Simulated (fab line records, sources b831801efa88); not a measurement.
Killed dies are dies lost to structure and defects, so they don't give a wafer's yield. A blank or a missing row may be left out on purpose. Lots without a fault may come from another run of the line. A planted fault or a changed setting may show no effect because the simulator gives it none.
Problem report in the 8D (eight disciplines) form, filled by code | flow sky130 | the parts of the form that need people (team, actions taken, sign-off) are left out

1. THE PROBLEM
spike_tc_upper_C at SKY_POLY_GATE_CVD_00 reads a mean of 557.2 C on 3 wafers of 1 lot; wafers without a fault read 620.1 C with a standard deviation of 0.95. That is -66 standard deviations from the usual mean.
The step: deposits poly-Si, target thk 180 nm, time 720 s.
First seen on wafer L445.1, day 18 10:59, on lpcvd-01. The record holds 33 wafers of 11 lots with a number at this step. Rule for "out", or "out of limits": more than 4 standard deviations from the usual mean. The other wafers with a number count as sound.

2. WHAT IT IS AND WHAT IT IS NOT
question                    | is                                                                        | is not
which readings at this step | spike_tc_upper_C, spike_tc_centre_C, spike_tc_top_C, zone_power_upper_pct | -
which lots                  | L445                                                                      | L433, L434, L435, L436, L437, L452, L453, L454, L455, L456
which wafers of those lots  | all that have a number                                                    | -
read on which tools         | lpcvd-01                                                                  | -
when                        | from day 18 10:59                                                         | up to then (15 sound wafers); but 15 sound wafers of L452, L453, L454, L455, L456 came after

3. SUSPECTS, AND WHAT RULES EACH OUT
Counting: a tool at a process step up to the reading stays a suspect if it ran every lot that is out and no sound lot after the first of them.
- lpcvd-01 at SKY_POLY_GATE_CVD_00 (deposits poly-Si, target thk 180 nm, time 720 s): ruled out as a lasting fault. Sound lots L452, L453, L454, L455, L456 ran on it after its first lot that is out, L445 (day 18 10:59).
Left after counting: nothing in the record.

4. THE CAUSE (what the simulator had put in)
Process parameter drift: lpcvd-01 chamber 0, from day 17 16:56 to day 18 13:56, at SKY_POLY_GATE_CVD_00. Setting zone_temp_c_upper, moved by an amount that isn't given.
Counting ruled it out, wrongly.

5. THE CHAIN OF EFFECTS, in route order
Each row: a reading whose mean over the struck wafers that have a number lies more than 3 standard deviations from the usual. Only readings for which the record gives a usual standard deviation are gone through. hours: the time from each lot's start at the first step in this table that gives one to its start at this step, as a median over the lots. sigmas: the change in usual standard deviations.
hours | step                 | reading              | usual   | on struck wafers | change | sigmas
0     | SKY_POLY_GATE_CVD_00 | spike_tc_centre_C    | 621.5 C | 630.5            | +9.0   | +6.9
0     | SKY_POLY_GATE_CVD_00 | spike_tc_top_C       | 635.7 C | 647.1            | +11.4  | +10
0     | SKY_POLY_GATE_CVD_00 | spike_tc_upper_C     | 620.1 C | 557.2            | -62.9  | -66
0     | SKY_POLY_GATE_CVD_00 | zone_power_upper_pct | 7.09 %  | 0.01             | -7.08  | -37
The process steps in it:
- SKY_POLY_GATE_CVD_00: deposits poly-Si, target thk 180 nm, time 720 s.

6. WHAT WOULD HAVE CAUGHT IT SOONER
In this record the first reading out of limits was taken at day 18 10:59, 18 hours after the fault began at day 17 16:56.
